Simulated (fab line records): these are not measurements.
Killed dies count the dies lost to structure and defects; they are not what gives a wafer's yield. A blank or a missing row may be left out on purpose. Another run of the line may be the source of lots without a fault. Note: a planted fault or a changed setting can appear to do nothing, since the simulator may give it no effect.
2 desks looking at one fault	flow sky130	each desk holds nothing but its own numbers, with what lay behind them at the end

AT THE METROLOGY DESK
What the gauges read, lot by lot, whatever tool the lot ran on: means of the sampled wafers that have a number. Any lot whose mean is over 4 standard deviations away from the usual mean is out of limits and marked OUT; that distance is given in the brackets.
Columns: A = VIA1_BOW at SKY_VIA1_BOW_MEAS_03, usual 81 um; B = VIA2_BOW at SKY_VIA2_BOW_MEAS_03, usual 87 um
lot	first seen here	A	B
L710	day 33 20:14	81	90
L711	day 33 20:58	84	87
L712	day 34 05:21	76	81
L713	day 34 19:43	84	88
L714	day 35 05:19	83	87
L715	day 35 17:20	91	99
L717	day 36 00:08	80	87
L719	day 36 13:09	83	91
L721	day 37 05:28	79	83
L725	day 38 10:09	78	88
L728	day 39 05:41	87	91
L729	day 40 00:43	76	82
L731	day 40 01:53	91	98
This desk's finding: nothing out of limits on any of the 13 lots.

FOR THE TOOL OWNER'S DESK: lithoTrack-03
Per lot that ran on this tool, the mean of the sampled wafers carrying a number, from the tool's own readings at SKY_METAL2_SOFTBAKE_11 (time 90 s). Any lot whose mean is over 4 standard deviations away from the usual mean is out of limits and marked OUT; that distance is given in the brackets.
Columns: A = heaterPowerTotalW at SKY_METAL2_SOFTBAKE_11, usual 57.35 W; B = plateTempC at SKY_METAL2_SOFTBAKE_11, usual 100.02 C
lot	first seen here	A	B
L710	day 35 13:00	57.35	100.02
L711	day 35 15:00	57.33	100.04
L721	day 38 21:00	57.35	100.04
L728	day 40 19:00	56.56 (-7.2) OUT	99.13 (-7.4) OUT
L729	day 41 14:00	56.58 (-7.0) OUT	99.05 (-8.1) OUT
Finding of this desk: L728, L729 out of limits; the first was L728 at day 40 19:00, on heaterPowerTotalW at SKY_METAL2_SOFTBAKE_11. In limits: L710, L711, L721.

ALL TOGETHER
At day 40 19:00, on L728, L729, the tool owner's desk was in a position to raise an alarm.
From the metrology desk's view, nothing was out of limits.
The metrology desk has L728, L729 on record, within its limits.
The lots listed all ran SKY_METAL2_SOFTBAKE_11 on lithoTrack-03.

WHAT THE SIMULATOR HAD INSERTED
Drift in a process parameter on lithoTrack-03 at SKY_METAL2_SOFTBAKE_11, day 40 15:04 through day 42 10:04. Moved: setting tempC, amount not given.
Lots struck among those shown: L728, L729.
Delay in hours, fault start to first out-of-limits reading, by desk: the tool owner's desk at 4.
